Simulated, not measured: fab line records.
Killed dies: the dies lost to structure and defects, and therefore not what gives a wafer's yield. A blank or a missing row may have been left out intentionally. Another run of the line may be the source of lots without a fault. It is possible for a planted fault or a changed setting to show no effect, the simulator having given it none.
fab line records	flow sfq-line
record: lots: 6	wafers: 18	last-day: 90
route steps=325 shown M7@285 I7@296
lots that met no fault: from a run of the same line without faults
start-h: the number of hours between the record's first day and the start of the first shown wafer of the lot	wait-h: hours from the lot's prior step to this one	" unchanged from the row above	L1.1+2: a single row standing in for several wafers	- no value, or no start was given	* or withheld: withheld	< > ~ a bound
route shown NAME@n: a module of which the file shows steps, and the number in the route of the first	usual: mean/standard deviation taken from wafers without a fault	same: alike in all rows	chamber/n: place in a boat	sites: per-site readings	_std_site: the values' standard deviation	_edge_site: outer sites' mean less inner sites'	radius-mm: for every site, how far away it sits from the centre of the wafer	mask NAME#n: copy n	behind: the tool/chamber that last shaped the wafer	hold: reason for holding the lot/hours on hold/outcome of the hold	device: which transistor (n, p or np) failed to switch	end of line: the same wafers' tests at the end of the route	step lacking rows: just its recipe	killed: the dies lost at the first sort to structure and to defects; this is not the yield of the wafer	map: a wafer's dies, x killed, . not, _ none there
set.NAME: the setting as run; set.NAME@STEP: as run at that earlier step	model.NAME: the simulator's own value behind a step, which no gauge read
lots at selected steps of the route; one table per step, one row per wafer
services: when a tool's chamber went out of use (start-h, in hours from the record's first day, below 0 if earlier), for how many hours, and the reason
== steps ==
step: SFQ_TRILAYER_M7_LITHO_COAT_182
recipe: resist: BARC	spin-rpm: 3000	resist-thk-nm: 62
step: SFQ_TRILAYER_M7_LITHO_COAT_177
recipe: resist: KrF	spin-rpm: 3000	resist-thk-nm: 600
step: SFQ_TRILAYER_M7_LITHO_SOFTBAKE_181
recipe: temp-c: withheld	time-s: withheld	resist: KrF
step: SFQ_TRILAYER_M7_LITHO_EXPOSE_178
recipe: mask-id: M7	na: 0.6	source-shape: conventional	sigma-outer: 0.65	target-cd-nm: 500	dose-mj: 14.4
step: SFQ_TRILAYER_M7_LITHO_PEB_180
recipe: peb-temp-c: 115	peb-time-s: 60	resist: KrF
step: SFQ_TRILAYER_M7_LITHO_DEVELOP_179
recipe: time-s: 60	resist: KrF
step: SFQ_M7_OVL_MEAS_945
usual: M7_OVL: 0/5.2
lot.wafer	tool	chamber	start-h	wait-h	M7_OVL[nm]
L618.1	overlay-01	-	1778.07	0.1	2
L618.2	"	-	"	"	-2
L618.5	"	-	"	"	-2
L622.1	overlay-02	-	1794.87	0.1	-2
L622.3	"	-	"	"	2
L622.6	"	-	"	"	1
L624.2	overlay-02	-	1800.87	0.1	-7
L624.3	"	-	"	"	-3
L624.6	"	-	"	"	-1
L626.1	overlay-02	-	1804.47	0.1	-5
L626.3	"	-	"	"	2
L626.5	"	-	"	"	-5
L634.1	overlay-02	-	1904.78	0.1	4
L634.3	"	-	"	"	7
L634.5	"	-	"	"	0
L639.1	overlay-02	-	1987.91	0.1	-3
L639.3	"	-	"	"	-2
L639.6	"	-	"	"	-6
step: SFQ_TRILAYER_M7_BARC_OPEN_METAL_ETCH_229
recipe: mask-material: PR	chemistry: O2	target-depth-nm: 125	target: BARC	icp-w: 600	bias-w: 80	pressure-mtorr: 10	time-s: 41.7
usual: drypump-motor-current-A: 5.7/0.46	oes-product-au: 0.685/0.0045
lot.wafer	tool	chamber	start-h	wait-h	drypump-motor-current-A	oes-product-au	rf-hours-counter-h
L618.1	rie-metal-02	1	1778.10	0.0	5.7	0.680	37
L618.2	"	0	"	"	5.0	0.681	68
L618.5	"	1	"	"	5.7	0.677	-
L622.1	rie-metal-04	0	1795.32	0.4	5.7	0.685	32
L622.3	"	1	"	"	5.8	0.684	-
L622.6	"	1	"	"	5.9	0.685	-
L624.2	rie-metal-01	1	1800.90	0.0	6.6	0.683	34
L624.3	"	0	"	"	5.1	0.684	-
L624.6	"	0	"	"	5.1	0.678	-
L626.1	rie-metal-01	0	1804.50	0.0	5.1	0.687	60
L626.3	"	0	"	"	5.1	0.683	-
L626.5	"	1	"	"	6.6	0.687	-
L634.1	rie-metal-02	1	1904.82	0.0	5.7	0.682	54
L634.3	"	0	"	"	5.0	0.684	-
L634.5	"	1	"	"	5.7	0.689	-
L639.1	rie-metal-01	1	1987.94	0.0	6.6	0.680	58
L639.3	"	1	"	"	6.7	0.693	-
L639.6	"	1	"	"	6.6	0.689	-
step: SFQ_TRILAYER_M7_ETCH_METAL_ETCH_180
recipe: target: Nb	stop-on: SiO2	mask-material: PR	chemistry: Cl2/Ar	target-depth-nm: 240	icp-w: 600	bias-w: 80	pressure-mtorr: 10	time-s: 120
usual: drypump-motor-current-A: 5.7/0.46	oes-product-au: 0.893/0.0064
lot.wafer	tool	chamber	start-h	wait-h	drypump-motor-current-A	oes-product-au	rf-hours-counter-h
L618.1	rie-metal-02	1	1778.16	0.0	5.8	0.891	37
L618.2	"	0	"	"	5.0	0.901	68
L618.5	"	1	"	"	5.8	0.892	-
L622.1	rie-metal-04	0	1795.38	0.0	5.7	0.891	32
L622.3	"	1	"	"	5.9	0.894	-
L622.6	"	1	"	"	5.9	0.898	-
L624.2	rie-metal-01	1	1800.96	0.0	6.7	0.884	34
L624.3	"	0	"	"	5.1	0.880	-
L624.6	"	0	"	"	5.1	0.886	-
L626.1	rie-metal-01	0	1804.56	0.0	5.1	0.900	61
L626.3	"	0	"	"	5.1	0.897	-
L626.5	"	1	"	"	6.7	0.906	-
L634.1	rie-metal-02	1	1904.88	0.0	5.7	0.898	54
L634.3	"	0	"	"	5.0	0.897	-
L634.5	"	1	"	"	5.7	0.893	-
L639.1	rie-metal-01	1	1988.00	0.0	6.6	0.898	58
L639.3	"	1	"	"	6.7	0.886	-
L639.6	"	1	"	"	6.6	0.889	-
step: SFQ_TRILAYER_M7_STRIP_STRIP_181
recipe: gas: O2	power-w: 200	platen-temp-c: 40	overash-fraction: 0.65	chemistry: O2	pressure-mtorr: 50
usual: drypump-motor-current-A: 5.7/0.45	oes-product-au: 1.003/0.0077
lot.wafer	tool	chamber	start-h	wait-h	drypump-motor-current-A	oes-product-au	rf-hours-counter-h
L618.1	rie-metal-02	1	1778.29	0.1	5.7	0.999	37
L618.2	"	1	"	"	5.7	1.001	-
L618.5	"	1	"	"	5.7	1.003	-
L622.1	rie-metal-04	0	1795.50	0.1	5.7	1.010	33
L622.3	"	1	"	"	5.9	1.013	-
L622.6	"	1	"	"	5.8	1.013	-
L624.2	rie-metal-01	1	1801.09	0.1	6.6	1.009	34
L624.3	"	0	"	"	5.1	1.003	-
L624.6	"	0	"	"	5.1	0.997	-
L626.1	rie-metal-01	0	1804.69	0.1	5.1	1.013	61
L626.3	"	0	"	"	5.1	1.013	-
L626.5	"	1	"	"	6.6	1.005	-
L634.1	rie-metal-02	1	1905.00	0.1	5.7	0.998	54
L634.3	"	0	"	"	5.0	0.994	-
L634.5	"	1	"	"	5.7	1.005	-
L639.1	rie-metal-01	1	1988.13	0.1	6.6	1.007	58
L639.3	"	1	"	"	6.7	0.999	-
L639.6	"	1	"	"	6.6	1.000	-
step: SFQ_TRILAYER_M7_STRIP_SOLV_CLEAN_182
recipe: chemistry: NMP	temp-c: 70	time-s: 600
step: SFQ_TRILAYER_I7_DEP_PECVD_183
recipe: material: SiO2	temp-c: 150	time-s: 111.11	pressure-torr: 2.4	rf-w: 183.3	precursor: SiH4/N2O	target-thk-nm: 500
usual: heater-power-w: 87/12	throttle-valve-pct: 24.3/0.84
lot.wafer	tool	chamber	start-h	wait-h	heater-power-w	throttle-valve-pct
L618.1	pecvd-03	1	1779.68	0.0	97	24.3
L618.2	"	0	"	"	97	23.5
L618.5	"	1	"	"	81	24.3
L622.1	pecvd-01	0	1796.28	0.0	75	25.7
L622.3	"	1	"	"	100	25.1
L622.6	"	0	"	"	61	25.9
L624.2	pecvd-04	0	1801.86	0.0	81	24.7
L624.3	"	1	"	"	85	23.1
L624.6	"	0	"	"	67	24.6
L626.1	pecvd-03	1	1805.48	0.0	84	24.3
L626.3	"	0	"	"	99	23.6
L626.5	"	1	"	"	90	24.2
L634.1	pecvd-04	2	1905.78	0.0	86	24.6
L634.3	"	0	"	"	83	25.0
L634.5	"	2	"	"	88	24.4
L639.1	pecvd-03	0	1988.90	0.0	96	24.6
L639.3	"	2	"	"	84	23.7
L639.6	"	0	"	"	99	24.6
step: SFQ_TRILAYER_I7_CMP_CMP_184
recipe: material: SiO2	down-force-psi: 3	platen-rpm: 60	pad-velocity-m-s: 0.94248
usual: motor-current-A: 10.6/1.3	platen-rpm: 60.00/0.04	time-to-endpoint-s: 219/8.4
lot.wafer	tool	chamber	start-h	wait-h	motor-current-A	platen-rpm	time-to-endpoint-s	model.SiO2_of_TRILAYER_I7_DEP_PECVD_183.thk-nm
L618.1	cmp-02	0	1780.26	0.5	10.3	60.00	208	202.6
L618.2	"	2	1781.26	1.5	9.6	60.06	195	200.1
L618.5	"	0	1782.26	2.5	10.1	60.02	213	201.4
L622.3	cmp-01	2	1796.85	0.5	10.2	60.10	213	198.4
L622.1	"	0	1797.85	1.5	8.8	60.05	239	201.5
L622.6	"	2	1798.85	2.5	10.1	60.12	219	198.6
L624.2	cmp-02	3	1803.32	1.4	11.9	60.06	227	200.2
L624.3	"	2	1804.82	2.9	9.7	60.02	205	220.2
L624.6	"	0	1805.82	3.9	10.7	59.99	228	201.5
L626.1	cmp-02	1	1806.32	0.8	12.9	59.95	214	202.2
L626.3	"	3	1807.32	1.8	11.7	59.95	212	200.4
L626.5	"	2	1808.82	3.3	10.1	59.90	187	220.7
L634.1	cmp-02	0	1927.35	21.5	10.5	59.96	227	201.7
L634.3	"	1	"	"	12.8	59.98	218	201.8
L634.5	"	3	1928.85	23.0	11.8	59.96	219	201.4
L639.3	cmp-02	3	1989.98	1.0	12.5	59.99	221	199.9
L639.1	"	0	"	"	10.4	60.07	223	201.2
L639.6	"	1	"	"	13.5	60.03	223	200.3
step: SFQ_I7_BOW_MEAS_946
recipe: mode: bow
usual: I7_BOW: 5/12
lot.wafer	tool	chamber	start-h	wait-h	I7_BOW[um]
L618.1	film-metro-02	-	1782.76	2.0	12
L618.2	"	-	"	"	14
L618.5	"	-	"	"	7
L622.1	film-metro-04	-	1799.35	1.0	14
L622.3	"	-	"	"	13
L622.6	"	-	"	"	7
L624.2	film-metro-04	-	1806.34	2.5	11
L624.3	"	-	"	"	16
L624.6	"	-	"	"	4
L626.1	film-metro-02	-	1809.32	2.5	8
L626.3	"	-	"	"	-2
L626.5	"	-	"	"	10
L634.1	film-metro-04	-	1929.85	2.0	4
L634.3	"	-	"	"	-7
L634.5	"	-	"	"	5
L639.1	film-metro-03	-	1991.98	1.0	-1
L639.3	"	-	"	"	2
L639.6	"	-	"	"	-4
step: SFQ_TRILAYER_I7_METRO_MEASURE_185
usual: thk-nm: 200.4/1.2
lot.wafer	tool	chamber	start-h	wait-h	thk-nm
L618.1	film-metro-02	-	1782.88	0.1	202.7
L618.2	"	-	"	"	200.1
L618.5	"	-	"	"	201.5
L622.1	film-metro-04	-	1799.47	0.1	201.7
L622.3	"	-	"	"	198.5
L622.6	"	-	"	"	198.6
L624.2	film-metro-04	-	1806.64	0.3	200.2
L624.3	"	-	"	"	220.1
L624.6	"	-	"	"	201.6
L626.1	film-metro-02	-	1809.44	0.1	202.4
L626.3	"	-	"	"	200.4
L626.5	"	-	"	"	220.7
L634.1	film-metro-04	-	1929.97	0.1	201.5
L634.3	"	-	"	"	201.8
L634.5	"	-	"	"	201.4
L639.1	film-metro-03	-	1992.10	0.1	201.1
L639.3	"	-	"	"	199.8
L639.6	"	-	"	"	200.6
step: SFQ_TRILAYER_I7_VIA_LITHO_COAT_192
recipe: resist: BARC	spin-rpm: 3000	resist-thk-nm: 62
step: SFQ_TRILAYER_I7_VIA_LITHO_COAT_187
recipe: resist: KrF	spin-rpm: 3000	resist-thk-nm: 650
step: SFQ_TRILAYER_I7_VIA_LITHO_SOFTBAKE_191
recipe: temp-c: withheld	time-s: withheld	resist: KrF
step: SFQ_TRILAYER_I7_VIA_LITHO_EXPOSE_188
recipe: mask-id: I7	na: 0.6	source-shape: conventional	sigma-outer: 0.65	target-cd-nm: 1000	dose-mj: 21.3
step: SFQ_TRILAYER_I7_VIA_LITHO_PEB_190
recipe: peb-temp-c: 115	peb-time-s: 60	resist: KrF
step: SFQ_TRILAYER_I7_VIA_LITHO_DEVELOP_189
recipe: time-s: 60	resist: KrF
step: SFQ_I7_OVL_MEAS_947
usual: I7_OVL: 5/5.8
lot.wafer	tool	chamber	start-h	wait-h	I7_OVL[nm]
L618.1	overlay-01	-	1788.87	0.1	4
L618.2	"	-	"	"	5
L618.5	"	-	"	"	12
L622.1	overlay-01	-	1815.07	0.1	-6
L622.3	"	-	"	"	-7
L622.6	"	-	"	"	-3
L624.2	overlay-01	-	1824.22	0.1	1
L624.3	"	-	"	"	8
L624.6	"	-	"	"	9
L626.1	overlay-01	-	1830.22	0.1	0
L626.3	"	-	"	"	2
L626.5	"	-	"	"	6
L634.1	overlay-02	-	2002.00	0.1	6
L634.3	"	-	"	"	8
L634.5	"	-	"	"	2
L639.1	overlay-02	-	2070.75	0.1	7
L639.3	"	-	"	"	8
L639.6	"	-	"	"	14
step: SFQ_TRILAYER_I7_VIA_BARC_OPEN_VIA_ETCH_260
recipe: mask-material: PR	chemistry: O2	target-depth-nm: 125	target: BARC	source-w: 500	bias-w: 80	pressure-mtorr: 30	time-s: 41.7
step: SFQ_TRILAYER_I7_VIA_ETCH_VIA_ETCH_190
recipe: target: SiO2	stop-on: Nb	mask-material: PR	taper-deg: 20	chemistry: CHF3	target-depth-nm: 260	source-w: 500	bias-w: 80	pressure-mtorr: 30	time-s: withheld
usual: drypump-motor-current-A: 5.7/0.37	oes-product-au: 0.856/0.0051
lot.wafer	tool	chamber	start-h	wait-h	drypump-motor-current-A	oes-product-au	model.etch.depth-nm	model.I7.feature-depth-nm
L618.1	rie-diel-01	0	1788.94	0.0	5.4	0.863	202.6	202.6
L618.2	"	1	"	"	5.8	0.855	200.1	200.1
L618.5	"	0	"	"	5.4	0.852	201.4	201.4
L622.1	rie-diel-04	2	1815.14	0.0	6.0	0.854	201.5	201.5
L622.3	"	1	"	"	5.7	0.858	198.4	198.4
L622.6	"	3	"	"	6.2	0.851	198.6	198.6
L624.2	rie-diel-01	3	1824.29	0.0	5.2	0.860	200.2	200.2
L624.3	"	2	"	"	6.0	0.908	220.2	220.2
L624.6	"	3	"	"	5.1	0.851	201.5	201.5
L626.1	rie-diel-02	3	1830.29	0.0	5.8	0.857	202.2	202.2
L626.3	"	2	"	"	5.8	0.849	200.4	200.4
L626.5	"	0	"	"	5.5	0.899	220.7	220.7
L634.1	rie-diel-01	0	2002.08	0.0	5.4	0.860	201.7	201.7
L634.3	"	1	"	"	5.8	0.862	201.8	201.8
L634.5	"	1	"	"	5.8	0.858	201.4	201.4
L639.1	rie-diel-01	0	2070.83	0.0	5.4	0.862	201.2	201.2
L639.3	"	2	"	"	6.0	0.861	199.9	199.9
L639.6	"	0	"	"	5.4	0.850	200.3	200.3
step: SFQ_TRILAYER_I7_VIA_STRIP_STRIP_191
recipe: gas: O2	power-w: 200	platen-temp-c: 40	overash-fraction: 0.65	chemistry: O2	pressure-mtorr: 50
usual: drypump-motor-current-A: 5.5/0.59	oes-product-au: 0.998/0.0089
lot.wafer	tool	chamber	start-h	wait-h	drypump-motor-current-A	oes-product-au	rf-hours-counter-h
L618.1	rie-metal-03	1	1789.05	-	5.3	1.000	38
L618.2	"	0	"	"	5.1	1.006	57
L618.5	"	0	"	"	5.1	1.015	-
L622.1	rie-metal-02	0	1815.25	-	5.0	0.984	72
L622.3	"	0	"	"	5.0	0.995	-
L622.6	"	0	"	"	5.1	1.001	-
L624.2	rie-metal-03	0	1824.40	-	5.1	1.014	63
L624.3	"	0	"	"	5.1	1.008	-
L624.6	"	1	"	"	5.2	0.982	-
L626.1	rie-metal-02	0	1830.40	-	5.0	0.995	74
L626.3	"	0	"	"	5.0	0.976	-
L626.5	"	1	"	"	5.7	0.995	-
L634.1	rie-metal-02	1	2002.19	-	5.7	0.994	67
L634.3	"	0	"	"	5.0	0.988	-
L634.5	"	0	"	"	5.0	0.995	-
L639.1	rie-metal-02	1	2070.94	-	5.7	0.993	76
L639.3	"	1	"	"	5.7	0.986	-
L639.6	"	0	"	"	5.0	1.003	-
== services ==
tool	chamber	start-h	hours	kind
film-metro-04	-	1791.28	0.2	pm
pecvd-03	-	1793.14	6.0	pm
rie-metal-01	-	1794.11	2.8	pm
rie-metal-04	0	1796.63	2.1	repair
film-metro-04	-	1800.67	0.7	pm
cmp-02	-	1809.98	3.6	repair
rie-diel-01	1	1827.21	5.4	repair
rie-metal-02	-	1842.32	2.8	pm
pecvd-03	-	1862.20	0.7	repair
pecvd-03	-	1882.48	2.8	pm
cmp-02	-	1886.16	1.6	repair
rie-diel-01	-	1900.71	0.3	repair
cmp-02	-	1912.47	1.6	repair
cmp-02	-	1917.15	0.7	repair
cmp-02	-	1931.36	0.9	repair
film-metro-04	-	1932.24	0.7	pm
cmp-02	-	1944.70	3.2	repair
cmp-02	-	1947.92	4.0	pm
cmp-02	-	1959.63	9.5	pm
rie-metal-01	-	1964.43	0.2	repair
cmp-02	-	1969.91	0.6	repair
cmp-02	-	2020.85	1.3	repair
rie-diel-01	1	2050.01	2.5	repair
cmp-02	-	2062.69	4.3	repair
== key ==
first-sign: step: SFQ_TRILAYER_I7_METRO_MEASURE_185	reading: thk-nm	direction: up	sigmas: 17	usual: 200.4	struck: 220.4
effect: step: SFQ_TRILAYER_I7_VIA_ETCH_VIA_ETCH_190	reading: oes-product-au	direction: up	sigmas: 9.4	usual: 0.856	struck: 0.903
model-effect: step: SFQ_TRILAYER_I7_CMP_CMP_184	value: SiO2_of_TRILAYER_I7_DEP_PECVD_183.thk-nm	without: 200.4	struck: 220.4
model-effect: step: SFQ_TRILAYER_I7_VIA_ETCH_VIA_ETCH_190	value: etch.depth-nm	without: 200.4	struck: 220.4
met-at SFQ_TRILAYER_I7_CMP_CMP_184
struck-wafers L624.3,L626.5
fault: kind: process-parameter-drift	tool: cmp-02	chamber: 2	onset-h: 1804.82	steps: SFQ_TRILAYER_I7_CMP_CMP_184	channel: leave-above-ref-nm	offset: 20	shape: step	end-h: 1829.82	acts-in: these-recipes-only	stated: 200
